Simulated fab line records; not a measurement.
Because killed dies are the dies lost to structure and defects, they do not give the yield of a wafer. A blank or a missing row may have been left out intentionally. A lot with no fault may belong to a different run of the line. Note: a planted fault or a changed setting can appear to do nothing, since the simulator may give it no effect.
fab line records ; flow sky130
record lots=6; wafers=18; lastDay=49
route steps=708 shown METAL5@680 PASSIVATION@681 PAD_OPEN@694
lots that met no fault: from a run of the same line without faults
startH: the number of hours between the record's first day and the start of the first shown wafer of the lot ; waitH: hours elapsed since this lot's preceding step ; " same as the row above ; L1.1+2: one row covering several wafers at once ; - either no value or no given start ; * or withheld: withheld ; < > ~ a bound
route shown NAME@n: names a module that has steps shown in the file, with the first one's number in the route ; usual: mean/standard deviation of fault-free wafers ; same: alike in all rows ; chamber/n: place in a boat ; sites: per-site readings ; _std_site: their standard deviation ; _edge_site: inner sites' mean taken away from outer sites' mean ; radiusMm: how far each site lies from the wafer's centre ; mask NAME#n: copy n ; behind: the tool/chamber that last shaped the wafer ; hold: what put the lot on hold/how long, in hours/how the hold closed ; device: which transistor (n, p or np) failed to switch ; end of line: the tests these same wafers got at the end of their route ; step lacking rows: just its recipe ; killed: the dies lost at the first sort to structure and to defects; this is not the yield of the wafer ; map: a wafer's dies, marking killed ones x, the rest . and places with no die _
set.NAME: setting as actually run; set.NAME@STEP: the setting as run at that earlier step ; model.NAME: the simulator's own value behind a step, which no gauge read
lots at selected steps of the route; one table per step, one row per wafer
services: the hour from which a tool's chamber was out of use, counted from the record's first day as startH (under 0 if before that day), plus the number of hours and why
## steps
# step SKY_METAL5_CLEAN_19
# recipe chemistry=O3/DIW; dry=n2Spin
# step SKY_PASSIVATION_CVD_00
# recipe material=SiO2; targetThkNm=90; tempC=400; timeS=withheld; rfW=600
# usual heaterPowerW=639/110
lot.wafer;tool;chamber;startH;waitH;heaterPowerW
L480.2;pecvd-04;0;1039.04;0.0;606
L480.4;pecvd-04;0;1039.04;0.0;612
L480.6;pecvd-04;2;1039.04;0.0;596
L485.2;pecvd-04;1;1088.43;0.0;445
L485.5;pecvd-04;1;1088.43;0.0;445
L485.6;pecvd-04;0;1088.43;0.0;566
L488.1;pecvd-01;2;1100.67;0.0;744
L488.3;pecvd-01;1;1100.67;0.0;562
L488.6;pecvd-01;1;1100.67;0.0;585
L489.1;pecvd-03;2;1104.33;0.0;633
L489.4;pecvd-03;0;1104.33;0.0;709
L489.5;pecvd-03;1;1104.33;0.0;696
L496.1;pecvd-04;0;1147.31;0.0;656
L496.4;pecvd-04;1;1147.31;0.0;460
L496.6;pecvd-04;2;1147.31;0.0;520
L498.3;pecvd-03;1;1148.35;0.0;592
L498.4;pecvd-03;0;1148.35;0.0;750
L498.5;pecvd-03;2;1148.35;0.0;559
# step SKY_PASSIVATION_THK_MEAS_01
# recipe reads=SiO2_of_PASSIVATION_CVD_00
# usual PASSIVATION_CVD_00_THK=89.7/1.2
lot.wafer;tool;chamber;startH;waitH;PASSIVATION_CVD_00_THK[nm]
L480.2;filmMetro-02;-;1039.07;-;89.7
L480.4;filmMetro-02;-;1039.07;-;90.9
L480.6;filmMetro-02;-;1039.07;-;89.7
L485.2;filmMetro-02;-;1088.47;-;87.1
L485.5;filmMetro-02;-;1088.47;-;88.2
L485.6;filmMetro-02;-;1088.47;-;88.8
L488.1;filmMetro-03;-;1100.69;-;87.8
L488.3;filmMetro-03;-;1100.69;-;87.9
L488.6;filmMetro-03;-;1100.69;-;89.4
L489.1;filmMetro-02;-;1104.35;-;88.9
L489.4;filmMetro-02;-;1104.35;-;90.9
L489.5;filmMetro-02;-;1104.35;-;90.3
L496.1;filmMetro-03;-;1147.33;-;88.9
L496.4;filmMetro-03;-;1147.33;-;91.3
L496.6;filmMetro-03;-;1147.33;-;90.1
L498.3;filmMetro-02;-;1148.40;-;91.8
L498.4;filmMetro-02;-;1148.40;-;91.6
L498.5;filmMetro-02;-;1148.40;-;91.4
# step SKY_PASSIVATION_CVD_02
# recipe material=Si3N4; targetThkNm=540; tempC=400; timeS=withheld; rfW=450
# usual heaterPowerW=668/110
lot.wafer;tool;chamber;startH;waitH;heaterPowerW
L480.2;pecvd-03;0;1039.12;0.0;781
L480.4;pecvd-03;2;1039.12;0.0;546
L480.6;pecvd-03;2;1039.12;0.0;592
L485.2;pecvd-03;1;1088.52;0.0;750
L485.5;pecvd-03;2;1088.52;0.0;640
L485.6;pecvd-03;0;1088.52;0.0;737
L488.1;pecvd-04;2;1100.75;0.1;586
L488.3;pecvd-04;0;1100.75;0.1;735
L488.6;pecvd-04;2;1100.75;0.1;603
L489.1;pecvd-04;2;1104.41;0.1;594
L489.4;pecvd-04;0;1104.41;0.1;589
L489.5;pecvd-04;1;1104.41;0.1;596
L496.1;pecvd-01;2;1147.39;0.1;662
L496.4;pecvd-01;2;1147.39;0.1;720
L496.6;pecvd-01;0;1147.39;0.1;848
L498.3;pecvd-04;1;1148.44;0.0;579
L498.4;pecvd-04;2;1148.44;0.0;636
L498.5;pecvd-04;1;1148.44;0.0;451
# step SKY_PASSIVATION_THK_MEAS_03
# recipe reads=Si3N4_of_PASSIVATION_CVD_02
# usual PASSIVATION_CVD_02_THK=542/6.8
lot.wafer;tool;chamber;startH;waitH;PASSIVATION_CVD_02_THK[nm]
L480.2;filmMetro-03;-;1039.47;-;535
L480.4;filmMetro-03;-;1039.47;-;545
L480.6;filmMetro-03;-;1039.47;-;551
L485.2;filmMetro-04;-;1088.75;-;547
L485.5;filmMetro-04;-;1088.75;-;549
L485.6;filmMetro-04;-;1088.75;-;554
L488.1;filmMetro-04;-;1100.98;-;541
L488.3;filmMetro-04;-;1100.98;-;535
L488.6;filmMetro-04;-;1100.98;-;548
L489.1;filmMetro-03;-;1104.64;-;534
L489.4;filmMetro-03;-;1104.64;-;533
L489.5;filmMetro-03;-;1104.64;-;541
L496.1;filmMetro-03;-;1147.62;-;542
L496.4;filmMetro-03;-;1147.62;-;539
L496.6;filmMetro-03;-;1147.62;-;546
L498.3;filmMetro-02;-;1148.68;-;535
L498.4;filmMetro-02;-;1148.68;-;547
L498.5;filmMetro-02;-;1148.68;-;555
# step SKY_PASSIVATION_DEHYDRATE_04
# recipe tempC=200; timeS=60
# step SKY_PASSIVATION_HMDS_05
# recipe primeTimeS=60; primeTempC=120
# step SKY_PASSIVATION_COAT_06
# recipe spinRpm=2000; resistThkNm=3000
# step SKY_PASSIVATION_SOFTBAKE_07
# recipe tempC=110; timeS=withheld
# step SKY_PASSIVATION_EXPOSE_08
# recipe maskId=NSM; targetCdNm=3000; na=0.57; doseMj=260
# step SKY_PASSIVATION_PEB_09
# recipe tempC=115; timeS=withheld
# step SKY_PASSIVATION_DEVELOP_10
# recipe developTimeS=60; devTempC=23
# step SKY_PASSIVATION_ETCH_11
# recipe chemistry=CF4/O2; targetDepthNm=725; stopOn=AlCu; sourceW=800; biasW=150; pressureMtorr=150; cf4FlowSccm=80; O2_flow_sccm=10; timeS=161.1
# usual cf4FlowSccm=79.99/0.22; drypumpMotorCurrentA=5.8/0.44; oesProductAu=0.979/0.0074; runLengthS=189.4/0.41; throttleValvePct=5.964/0.0087
lot.wafer;tool;chamber;startH;waitH;cf4FlowSccm;drypumpMotorCurrentA;oesProductAu;rfHoursCounterH;runLengthS;throttleValvePct;model.etch.depthNm;model.PASSIVATION.featureDepthNm;model.coat_of_PASSIVATION_COAT_06.thkNm
L480.2;rieDiel-03;3;1060.61;-;79.86;5.5;0.979;29;189.5;5.960;700.1;700.1;2503
L480.4;rieDiel-03;0;1060.61;-;79.75;6.1;0.975;13;189.6;5.941;711.4;711.4;2524
L480.6;rieDiel-03;1;1060.61;-;80.45;6.3;0.987;-;189.2;5.969;716.5;716.5;2500
L485.2;rieDiel-03;1;1108.16;-;80.07;6.4;0.979;20;189.3;5.970;706.2;706.2;2503
L485.5;rieDiel-03;2;1108.16;-;80.12;5.5;0.982;-;189.1;5.963;711.1;711.1;2503
L485.6;rieDiel-03;1;1108.16;-;79.96;6.4;0.987;-;188.9;5.981;715.7;715.7;2504
L488.1;rieDiel-03;2;1121.11;-;80.08;5.5;1.019;16;147.9;5.991;544.7;544.7;2637
L488.3;rieDiel-03;0;1121.11;-;80.29;6.1;0.970;15;189.5;5.950;696.4;696.4;2512
L488.6;rieDiel-03;0;1121.11;-;80.58;6.1;0.975;-;189.7;5.975;710;710;2524
L489.1;rieDiel-03;2;1123.95;-;80.19;5.5;1.015;16;147.8;5.962;547.9;547.9;2629
L489.4;rieDiel-03;2;1123.95;-;79.80;5.5;1.014;-;148.1;5.963;547.9;547.9;2625
L489.5;rieDiel-03;0;1123.95;-;79.77;6.0;0.985;-;189.3;5.949;706.1;706.1;2509
L496.1;rieDiel-04;3;1165.41;-;79.71;5.8;0.979;12;189.3;5.963;705.8;705.8;2502
L496.4;rieDiel-04;3;1165.41;-;79.94;5.8;0.975;-;189.2;5.969;705.1;705.1;2496
L496.6;rieDiel-04;2;1165.41;-;80.25;6.0;0.980;-;189.4;5.970;709.7;709.7;2495
L498.3;rieDiel-01;0;1166.46;-;79.78;6.4;0.976;28;189.1;5.983;700.9;700.9;2507
L498.4;rieDiel-01;2;1166.46;-;80.18;5.6;0.992;22;189.5;5.973;713.8;713.8;2511
L498.5;rieDiel-01;1;1166.46;-;79.82;5.9;0.995;-;189.9;5.965;722.3;722.3;2494
# step SKY_PASSIVATION_STRIP_12
# recipe chemistry=O2/N2; powerW=1400; pressureMtorr=1500; platenTempC=withheld; overashFraction=0.7; o2FlowSccm=3000; n2FlowSccm=300
# usual drypumpMotorCurrentA=6.10/0.28; oesProductAu=0.660/0.0048; stripTimeToEndpointS=31.45/0.12
# same overashFraction=0.7
lot.wafer;tool;chamber;startH;waitH;drypumpMotorCurrentA;oesProductAu;rfHoursCounterH;stripTimeToEndpointS
L480.2;plasmaAsher-03;0;1060.72;0.1;5.95;0.656;63;31.36
L480.4;plasmaAsher-03;0;1060.72;0.1;5.96;0.655;-;31.61
L480.6;plasmaAsher-03;0;1060.72;0.1;5.95;0.661;-;31.31
L485.2;plasmaAsher-03;1;1108.27;0.1;6.14;0.651;68;31.36
L485.5;plasmaAsher-03;1;1108.27;0.1;6.15;0.659;-;31.36
L485.6;plasmaAsher-03;0;1108.27;0.1;5.97;0.659;-;31.37
L488.1;plasmaAsher-03;0;1121.22;0.1;5.96;0.660;69;32.92
L488.3;plasmaAsher-03;0;1121.22;0.1;5.97;0.659;-;31.47
L488.6;plasmaAsher-03;0;1121.22;0.1;5.96;0.657;-;31.61
L489.1;plasmaAsher-02;0;1124.05;0.1;5.76;0.668;36;32.82
L489.4;plasmaAsher-02;1;1124.05;0.1;6.50;0.665;-;32.78
L489.5;plasmaAsher-02;0;1124.05;0.1;5.76;0.657;-;31.43
L496.1;plasmaAsher-02;0;1165.52;0.1;5.76;0.663;40;31.34
L496.4;plasmaAsher-02;0;1165.52;0.1;5.75;0.670;-;31.28
L496.6;plasmaAsher-02;1;1165.52;0.1;6.50;0.662;-;31.28
L498.3;plasmaAsher-02;1;1166.60;0.1;6.57;0.665;-;31.42
L498.4;plasmaAsher-02;0;1166.60;0.1;5.79;0.660;-;31.46
L498.5;plasmaAsher-02;0;1166.60;0.1;5.75;0.662;-;31.26
# step SKY_PAD_OPEN_DEHYDRATE_00
# recipe tempC=200; timeS=60
# step SKY_PAD_OPEN_PROBE_99
# usual defectLimitedYield=82.7/1.8; killed_at_M0_to_M3=44/6.8; killed_at_M4_up=3.2/1.7; killedAtContacts=24/4.9; killedAtFrontEnd=14/4.1; killedAtOther=0.2/0.51; killedDies=85/8.7; killedOnRim=16/4; killedOpen=46/6.8; killedShort=39/6.1; sort_bin_3_pad_short=0.9/0.43; sort_bin_5_function=10.1/1.4; sort_bin_6_memory=6.3/1.1; sortNPass=407/8.7; sortYieldPct=82.7/1.8
# same grossDies=492; killedAtBackSide=0; sort_bin_4_leakage[%]=0; sort_bin_8_speed[%]=0
lot.wafer;tool;chamber;startH;waitH;defectLimitedYield[%];killed_at_M0_to_M3;killed_at_M4_up;killedAtContacts;killedAtFrontEnd;killedAtOther;killedDies;killedOnRim;killedOpen;killedShort;sort_bin_3_pad_short[%];sort_bin_5_function[%];sort_bin_6_memory[%];sortNPass;sortYieldPct[%]
L480.2;prober-01;-;1084.37;0.1;82.5;41;4;24;15;2;86;19;42;44;0.6;10.8;6.1;406;82.5
L480.4;prober-01;-;1084.47;0.2;83.1;45;3;26;9;0;83;14;45;38;1.0;10.2;5.7;409;83.1
L480.6;prober-01;-;1084.57;0.2;81.9;46;6;18;18;1;89;15;44;45;1.0;11.6;5.5;403;81.9
L485.2;prober-02;-;1129.98;0.1;83.9;36;3;28;12;0;79;17;48;31;1.0;9.8;5.3;413;83.9
L485.5;prober-02;-;1130.13;0.2;82.3;46;2;26;13;0;87;10;47;40;1.0;10.6;6.1;405;82.3
L485.6;prober-02;-;1130.18;0.2;77.2;51;6;29;25;1;112;25;62;50;1.0;15.2;6.5;380;77.2
L488.1;prober-01;-;1142.57;0.1;0;56;2;20;13;401;492;96;47;44;0.8;93.1;6.1;0;0
L488.3;prober-01;-;1142.67;0.2;82.7;43;5;25;12;0;85;18;43;42;0.2;8.7;8.3;407;82.7
L488.6;prober-01;-;1142.82;0.2;86.2;38;1;17;11;1;68;14;35;33;2.0;6.7;5.1;424;86.2
L489.1;prober-02;-;1144.66;0.1;0;53;4;19;15;401;492;96;50;41;0.8;91.5;7.7;0;0
L489.4;prober-02;-;1144.81;0.2;0;53;1;21;17;400;492;96;51;41;0.2;92.9;6.9;0;0
L489.5;prober-02;-;1144.86;0.2;84.6;46;3;16;11;0;76;16;51;25;0.6;9.8;5.1;416;84.6
L496.1;prober-02;-;1184.41;0.1;85.4;33;0;31;7;1;72;16;44;28;1.2;6.7;6.7;420;85.4
L496.4;prober-02;-;1184.56;0.2;85.6;34;6;19;12;0;71;14;37;34;0.8;7.7;5.9;421;85.6
L496.6;prober-02;-;1184.66;0.2;81.5;54;4;22;11;0;91;20;59;32;0.8;11.2;6.5;401;81.5
L498.3;prober-01;-;1185.46;0.2;85.8;41;2;19;8;0;70;12;43;27;0.6;7.7;5.9;422;85.8
L498.4;prober-01;-;1185.51;0.2;80.5;49;5;31;11;0;96;19;53;43;2.2;11.8;5.5;396;80.5
L498.5;prober-01;-;1185.56;0.2;81.9;49;1;28;11;0;89;18;48;41;1.4;9.8;6.9;403;81.9
# killed by level:class
L480.2 CONTACT:geometricParticle:open=10 VIA1:geometricParticle:open=9 VIA1:geometricParticle:short=7 VIA2:geometricParticle:open=6 FIELD_ISO:geometricParticle:short=5 LI_CONTACT:geometricParticle:open=5 METAL1:geometricParticle:short=5 METAL4:geometricParticle:short=4
L480.4 VIA1:geometricParticle:open=12 CONTACT:geometricParticle:open=9 VIA2:geometricParticle:open=6 VIA1:geometricParticle:short=6 LI_CONTACT:geometricParticle:open=6 METAL2:geometricParticle:short=6 VIA3:geometricParticle:short=6 LOCAL_INTERCONNECT:geometricParticle:short=5
L480.6 VIA1:geometricParticle:open=13 VIA2:geometricParticle:open=8 CONTACT:geometricParticle:open=7 CONTACT:geometricParticle:short=6 POLY_GATE:geometricParticle:short=5 METAL1:geometricParticle:short=5 VIA1:geometricParticle:short=5 FIELD_ISO:geometricParticle:short=4
L485.2 VIA2:geometricParticle:open=10 CONTACT:geometricParticle:short=8 LI_CONTACT:geometricParticle:open=7 CONTACT:geometricParticle:open=7 VIA3:geometricParticle:open=6 VIA1:geometricParticle:open=6 FIELD_ISO:geometricParticle:open=5 VIA1:geometricParticle:short=5
L485.5 VIA1:geometricParticle:open=12 CONTACT:geometricParticle:open=10 LOCAL_INTERCONNECT:geometricParticle:short=8 METAL1:geometricParticle:short=7 FIELD_ISO:geometricParticle:short=6 FIELD_ISO:geometricParticle:open=6 VIA2:geometricParticle:open=6 VIA1:geometricParticle:short=5
L485.6 VIA2:geometricParticle:open=13 CONTACT:geometricParticle:open=11 VIA1:geometricParticle:open=11 LI_CONTACT:geometricParticle:open=10 FIELD_ISO:geometricParticle:short=9 METAL2:geometricParticle:short=6 FIELD_ISO:geometricParticle:open=5 POLY_GATE:geometricParticle:open=4
L488.1 PASSIVATION:areaEtch=401 VIA1:geometricParticle:open=17 METAL2:geometricParticle:short=11 VIA1:geometricParticle:short=7 VIA3:geometricParticle:open=7 CONTACT:geometricParticle:open=6 FIELD_ISO:geometricParticle:open=5 LI_CONTACT:geometricParticle:short=5
L488.3 CONTACT:geometricParticle:open=10 VIA1:geometricParticle:open=9 VIA2:geometricParticle:open=8 METAL2:geometricParticle:short=7 VIA1:geometricParticle:short=6 LI_CONTACT:geometricParticle:open=6 POLY_GATE:geometricParticle:open=5 FIELD_ISO:geometricParticle:short=4
L488.6 VIA1:geometricParticle:open=11 CONTACT:geometricParticle:open=7 METAL2:geometricParticle:short=6 VIA2:geometricParticle:open=6 CONTACT:geometricParticle:short=5 METAL1:geometricParticle:short=5 FIELD_ISO:geometricParticle:short=4 VIA3:geometricParticle:open=4
L489.1 PASSIVATION:areaEtch=401 VIA1:geometricParticle:open=16 VIA3:geometricParticle:open=12 LI_CONTACT:geometricParticle:open=5 CONTACT:geometricParticle:open=5 METAL1:geometricParticle:short=5 VIA2:geometricParticle:open=5 SPACER:geometricParticle:short=4
L489.4 PASSIVATION:areaEtch=400 VIA1:geometricParticle:open=16 METAL2:geometricParticle:short=9 CONTACT:geometricParticle:open=8 LI_CONTACT:geometricParticle:open=7 METAL1:geometricParticle:short=6 VIA1:geometricParticle:short=5 VIA2:geometricParticle:open=5
L489.5 VIA1:geometricParticle:open=13 VIA3:geometricParticle:open=10 METAL1:geometricParticle:short=8 CONTACT:geometricParticle:open=7 LI_CONTACT:geometricParticle:open=5 VIA2:geometricParticle:open=5 POLY_GATE:geometricParticle:open=4 CONTACT:geometricParticle:short=3
L496.1 CONTACT:geometricParticle:open=10 VIA1:geometricParticle:open=10 LI_CONTACT:geometricParticle:open=8 LI_CONTACT:geometricParticle:short=6 METAL2:geometricParticle:short=6 VIA2:geometricParticle:open=6 LOCAL_INTERCONNECT:geometricParticle:short=4 POLY_GATE:geometricParticle:open=3
L496.4 VIA1:geometricParticle:open=11 CONTACT:geometricParticle:open=8 VIA1:geometricParticle:short=7 FIELD_ISO:geometricParticle:open=4 VIA3:geometricParticle:open=4 METAL4:geometricParticle:short=4 FIELD_ISO:geometricParticle:short=3 LI_CONTACT:geometricParticle:short=3
L496.6 VIA1:geometricParticle:open=13 CONTACT:geometricParticle:open=10 VIA3:geometricParticle:open=10 VIA2:geometricParticle:open=9 METAL2:geometricParticle:short=7 LI_CONTACT:geometricParticle:open=7 VIA1:geometricParticle:short=5 FIELD_ISO:geometricParticle:open=4
L498.3 LI_CONTACT:geometricParticle:open=11 VIA2:geometricParticle:open=10 VIA1:geometricParticle:open=7 CONTACT:geometricParticle:open=5 METAL1:geometricParticle:short=5 VIA1:geometricParticle:short=5 METAL3:geometricParticle:short=4 VIA3:geometricParticle:open=3
L498.4 LI_CONTACT:geometricParticle:open=13 CONTACT:geometricParticle:open=9 VIA1:geometricParticle:open=8 METAL1:geometricParticle:short=8 VIA3:geometricParticle:open=8 VIA1:geometricParticle:short=6 FIELD_ISO:geometricParticle:short=5 METAL3:geometricParticle:short=5
L498.5 CONTACT:geometricParticle:open=15 VIA1:geometricParticle:open=10 METAL1:geometricParticle:short=8 LI_CONTACT:geometricParticle:open=5 VIA2:geometricParticle:open=5 VIA1:geometricParticle:short=5 VIA3:geometricParticle:short=5 VIA3:geometricParticle:open=5
# map L488.1 (x killed, . not)
__________xxxxxxxxxx_________
________xxxxxxxxxxxxxx_______
______xxxxxxxxxxxxxxxxxx_____
_____xxxxxxxxxxxxxxxxxxxx____
____xxxxxxxxxxxxxxxxxxxxxx___
___xxxxxxxxxxxxxxxxxxxxxxxx__
__xxxxxxxxxxxxxxxxxxxxxxxxxx_
_xxxxxxxxxxxxxxxxxxxxxxxxxxxx
_xxxxxxxxxxxxxxxxxxxxxxxxxxxx
_xxxxxxxxxxxxxxxxxxxxxxxxxxxx
_xxxxxxxxxxxxxxxxxxxxxxxxxxxx
_xxxxxxxxxxxxxxxxxxxxxxxxxxxx
_xxxxxxxxxxxxxxxxxxxxxxxxxxxx
_xxxxxxxxxxxxxxxxxxxxxxxxxxxx
_xxxxxxxxxxxxxxxxxxxxxxxxxxxx
__xxxxxxxxxxxxxxxxxxxxxxxxxx_
___xxxxxxxxxxxxxxxxxxxxxxxx__
____xxxxxxxxxxxxxxxxxxxxxx___
_____xxxxxxxxxxxxxxxxxxxx____
______xxxxxxxxxxxxxxxxxx_____
________xxxxxxxxxxxxxx_______
__________xxxxxxxxxx_________
# map L489.1 (x killed, . not)
__________xxxxxxxxxx_________
________xxxxxxxxxxxxxx_______
______xxxxxxxxxxxxxxxxxx_____
_____xxxxxxxxxxxxxxxxxxxx____
____xxxxxxxxxxxxxxxxxxxxxx___
___xxxxxxxxxxxxxxxxxxxxxxxx__
__xxxxxxxxxxxxxxxxxxxxxxxxxx_
_xxxxxxxxxxxxxxxxxxxxxxxxxxxx
_xxxxxxxxxxxxxxxxxxxxxxxxxxxx
_xxxxxxxxxxxxxxxxxxxxxxxxxxxx
_xxxxxxxxxxxxxxxxxxxxxxxxxxxx
_xxxxxxxxxxxxxxxxxxxxxxxxxxxx
_xxxxxxxxxxxxxxxxxxxxxxxxxxxx
_xxxxxxxxxxxxxxxxxxxxxxxxxxxx
_xxxxxxxxxxxxxxxxxxxxxxxxxxxx
__xxxxxxxxxxxxxxxxxxxxxxxxxx_
___xxxxxxxxxxxxxxxxxxxxxxxx__
____xxxxxxxxxxxxxxxxxxxxxx___
_____xxxxxxxxxxxxxxxxxxxx____
______xxxxxxxxxxxxxxxxxx_____
________xxxxxxxxxxxxxx_______
__________xxxxxxxxxx_________
## services
tool;chamber;startH;hours;kind
pecvd-03;2;1017.65;5.0;scheduledDown
pecvd-01;1;1021.87;6.0;repair
pecvd-01;1;1027.91;-;clean
pecvd-01;1;1027.91;-;consumableReplace:showerhead
pecvd-03;1;1031.78;54.6;repair
rieDiel-04;1;1037.12;3.1;repair
rieDiel-03;2;1037.86;5.8;repair
pecvd-04;1;1039.53;2.1;scheduledDown
plasmaAsher-03;-;1039.53;4.2;repair
rieDiel-04;2;1040.27;4.1;repair
pecvd-01;-;1043.31;3.4;repair
pecvd-03;2;1046.43;2.1;scheduledDown
pecvd-03;2;1066.10;5.5;scheduledDown
rieDiel-04;1;1093.35;5.1;repair
rieDiel-01;0;1107.40;14.0;repair
rieDiel-03;3;1115.86;-;clean
rieDiel-03;3;1115.86;15.7;scheduledDown
rieDiel-03;3;1115.86;15.7;ventCycle
rieDiel-01;-;1123.74;1.4;repair
pecvd-03;0;1123.81;6.2;repair
pecvd-01;2;1133.81;8.5;repair
rieDiel-01;3;1138.53;9.6;repair
pecvd-03;0;1162.76;24.4;repair
plasmaAsher-03;-;1163.94;2.9;repair
## key
firstSign step=SKY_PASSIVATION_ETCH_11; reading=runLengthS; direction=down; sigmas=99+; usual=*; struck=*
effect step=SKY_PASSIVATION_ETCH_11; reading=oesProductAu; direction=up; sigmas=5; usual=0.979; struck=1.016
effect step=SKY_PASSIVATION_STRIP_12; reading=stripTimeToEndpointS; direction=up; sigmas=12; usual=*; struck=*
effect step=SKY_PAD_OPEN_PROBE_99; reading=killedAtOther; direction=up; sigmas=99+; usual=0.2; struck=400.7
modelEffect step=SKY_PASSIVATION_ETCH_11; value=etch.depthNm; without=699.7; struck=546.8
moreKillsBornAt SKY_PASSIVATION_ETCH_11@rieDiel-03=1202
metAt SKY_PASSIVATION_ETCH_11
struckWafers L488.1,L489.1,L489.4
laterRowsLeftOut L488.1,L489.1,L489.4
onsetBetween 1108.16 1121.11
fault kind=processParameterDrift; tool=rieDiel-03; chamber=-; onsetH=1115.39; steps=SKY_PASSIVATION_ETCH_11; channel=timeS; offset=*; shape=step; endH=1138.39; scope=struckWafersOnly; actsIn=*; stated=*
# laterRowsLeftOut: the simulator's readings of these wafers behind a module that went badly wrong aren't trusted and aren't shown, but for the sort
